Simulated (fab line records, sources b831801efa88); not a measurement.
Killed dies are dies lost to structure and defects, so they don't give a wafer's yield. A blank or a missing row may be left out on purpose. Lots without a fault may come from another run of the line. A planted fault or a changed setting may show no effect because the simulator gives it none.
A struck lot beside a sound one | flow sky130 | 17 steps out of a route of 708
Sound: wafers L396.1, L396.2, L396.4. Struck: wafers L407.2, L407.4, L407.5. The cause comes at the end.
At each step with rows: each side's tool, then ch and its chambers, then its first start. Under that, the readings that differ: sound wafers | struck wafers | difference of the means | sigmas: that difference in standard deviations of wafers without a fault.
alike: readings whose means differ by less than 2 such deviations, and words and numbers that are the same on both sides. not compared: withheld readings, readings that some wafer has no value for, bounds like >300 that may hide the same value, and numbers for which the record gives no deviation and whose values overlap.
The two part at a step that has a row with sigmas, a row that says differs or no value, or rows on one side only. Numbers that don't overlap but have no deviation are shown without sigmas and don't part them. A reading that every wafer of one side lacks parts them only if that side has two wafers or more.

first, 9 steps without rows for these wafers: SKY_CAP2M_CLEAN_17 (cleans in O3/DIW); SKY_METAL4_DEHYDRATE_05 (time 60 s); SKY_METAL4_HMDS_06 (prime time 60 s); SKY_METAL4_COAT_07 (resist thk 60 nm); SKY_METAL4_COAT_08 (resist thk 1140 nm); SKY_METAL4_SOFTBAKE_09 (time 90 s); SKY_METAL4_EXPOSE_10 (exposes mask MM4, target cd 300 nm); SKY_METAL4_PEB_11; SKY_METAL4_DEVELOP_12 (develop time 60 s).
SKY_METAL4_CD_MEAS_13: target cd 300 nm.
  sound on cd_sem-01, day 44 15:53; struck on cd_sem-01, day 47 14:23
  alike: cd_nm
SKY_METAL4_OVL_MEAS_14:
  sound on overlay-02, day 44 16:00; struck on overlay-02, day 47 14:30
  reading         | sound      | struck | difference | sigmas
  METAL4_OVL (nm) | -3 -10 -10 | 10 8 5 | +15        | +3
SKY_METAL4_DESCUM_15: chemistry O2, time 8 s.
  sound on rie_metal-04 ch 0,1, day 44 16:02; struck on rie_metal-01 ch 0, day 47 14:32
  reading                     | sound       | struck      | difference | sigmas
  drypump_motor_current_A (A) | 5.3 6.3 6.4 | 5.2 5.2 5.2 | -0.8       | -2
  alike: oes_product_au
  not compared: rf_hours_counter_h
SKY_METAL4_ETCH_16: etches BARC in N2/H2, stops on SiO2, time 88.2 s, target depth 60 nm.
  sound on rie_metal-04 ch 0,1, day 44 16:04; struck on rie_metal-01 ch 0, day 47 14:37
  no value came back on the struck wafers for any of 5 readings (bias_w (W), chamber_pressure_mTorr (mTorr) and others); on the sound wafers bias_w (W) reads 100.06 99.96 100.31
  reading                                       | sound          | struck         | difference | sigmas
  model.KrF-thick_of_METAL4_COAT_08.thk_nm (nm) | 1079 1078 1077 | 1124 1127 1127 | +48        |
  not compared: rf_hours_counter_h
SKY_METAL4_ETCH_17: etches SiO2 in C4F8/O2/Ar, stops on TiN, time 3.9 s, target depth 15 nm.
  sound on rie_diel-03 ch 0,2,3, day 44 16:10; struck on rie_diel-03 ch 0,1, day 47 14:47
  reading               | sound             | struck            | difference | sigmas
  oes_product_au (a.u.) | 0.752 0.753 0.761 | 0.373 0.369 0.381 | -0.381     | -60
  alike: bias_w, chamber_pressure_mTorr
  not compared: rf_hours_counter_h
SKY_METAL4_METAL_ETCH_18: etches the open film in Cl2/BCl3, stops on SiO2, target depth 845 nm, time 183.1 s.
  sound on rie_metal-03 ch 0,1, day 44 16:11; struck on rie_metal-04 ch 0,1, day 47 14:48
  reading                                       | sound             | struck            | difference | sigmas
  oes_product_au (a.u.)                         | 0.867 0.860 0.865 | 0.375 0.379 0.376 | -0.487     | -87
  model.KrF-thick_of_METAL4_COAT_08.thk_nm (nm) | 539.9 534.8 538.5 | 577.5 582.9 576.5 | +41.2      |
  alike: bcl3_flow_sccm, bias_w, drypump_motor_current_A, throttle_valve_pct
  not compared: rf_hours_counter_h
SKY_METAL4_STRIP_19: strips in O2/N2.
  sound on plasma_asher-01 ch 0,1, day 44 16:22; struck on plasma_asher-02 ch 1, day 47 14:59
  reading                      | sound             | struck            | difference | sigmas
  drypump_motor_current_A (A)  | 5.73 5.47 5.49    | 5.85 5.87 5.88    | +0.30      | +2
  oes_product_au (a.u.)        | 0.497 0.504 0.508 | 0.527 0.524 0.528 | +0.023     | +4
  strip_time_to_endpoint_s (s) | 6.66 6.62 6.65    | 7.04 7.09 7.01    | +0.40      | +5
  not compared: rf_hours_counter_h
then, 1 step without rows for these wafers: SKY_METAL4_STRIP_20 (strips in post etch residue remover, time 1200 s).

WHERE THEY PART
First at SKY_METAL4_OVL_MEAS_14; last, within this record, at SKY_METAL4_STRIP_19.

WHY: what the simulator had put in
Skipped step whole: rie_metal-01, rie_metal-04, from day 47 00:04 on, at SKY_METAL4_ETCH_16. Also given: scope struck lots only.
